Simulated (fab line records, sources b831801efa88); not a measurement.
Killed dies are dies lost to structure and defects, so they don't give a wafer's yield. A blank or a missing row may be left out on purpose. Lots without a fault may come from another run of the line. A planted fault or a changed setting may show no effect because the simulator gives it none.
One fault seen from 2 desks | flow sky130 | each desk has only its own numbers; what lay behind them comes last

THE METROLOGY DESK
What the gauges read, lot by lot, whatever tool the lot ran on: means of the sampled wafers that have a number. A lot is out of limits, marked OUT, if its mean lies more than 4 standard deviations from the usual mean; the brackets give that distance.
Columns: A = NWELL_TW at SKY_NWELL_TW_MEAS_15, usual 1816
lot  | first seen here | A
L266 | day 4 12:43     | 1813
L268 | day 5 01:45     | 1828
L269 | day 5 10:59     | 1815
L270 | day 5 17:29     | 1806
L271 | day 5 20:40     | 1818
L272 | day 6 01:34     | 1809
L274 | day 6 15:12     | 1816
L278 | day 7 19:28     | 1830
L281 | day 8 06:09     | 1821
L282 | day 8 12:26     | 1799
L283 | day 8 15:18     | 1825
L287 | day 9 14:46     | 1815
This desk's finding: nothing out of limits on any of the 12 lots.

THE TOOL OWNER'S DESK: rie_si-01
The tool's own readings at SKY_FIELD_ISO_ETCH_17 (etches Si in HBr/Cl2/O2, target depth 342 nm, time 97.7 s): means of the sampled wafers that have a number, for each lot that ran on this tool. A lot is out of limits, marked OUT, if its mean lies more than 4 standard deviations from the usual mean; the brackets give that distance.
Columns: A = bias_w at SKY_FIELD_ISO_ETCH_17, usual 150.0 W; B = drypump_motor_current_A at SKY_FIELD_ISO_ETCH_17, usual 5.5 A; C = oes_product_au at SKY_FIELD_ISO_ETCH_17, usual 1.005 a.u.; D = throttle_valve_pct at SKY_FIELD_ISO_ETCH_17, usual 25.652 %
lot  | first seen here | A               | B   | C     | D
L266 | day 2 05:12     | 150.0           | 5.7 | 1.011 | 25.656
L268 | day 2 15:59     | 149.9           | 5.5 | 1.007 | 25.651
L270 | day 3 04:38     | 150.0           | 5.1 | 1.016 | 25.645
L272 | day 3 11:54     | 149.8           | 5.4 | 1.012 | 25.651
L274 | day 3 23:37     | 150.0           | 5.4 | 1.002 | 25.639
L278 | day 4 21:30     | 149.9           | 5.7 | 1.008 | 25.656
L283 | day 5 21:34     | 159.1 (+20) OUT | 5.1 | 1.021 | 25.649
This desk's finding: out of limits on L283; first on L283, day 5 21:34 (bias_w at SKY_FIELD_ISO_ETCH_17). In limits: L266, L268, L270, L272, L274, L278.

PUT TOGETHER
The tool owner's desk could have raised an alarm at day 5 21:34, on L283.
The metrology desk saw nothing out of limits.
The metrology desk has L283 on record, within its limits.
Of the lots named, all ran SKY_FIELD_ISO_ETCH_17 on rie_si-01.

WHAT THE SIMULATOR HAD PUT IN
Process parameter drift: rie_si-01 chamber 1, from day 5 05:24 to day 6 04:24, at SKY_FIELD_ISO_ETCH_17. Setting bias_w, moved by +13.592, from 150. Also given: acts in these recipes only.
Lots struck among those shown: L283.
Hours from the fault's start to each desk's first reading out of limits: the tool owner's desk, 16.
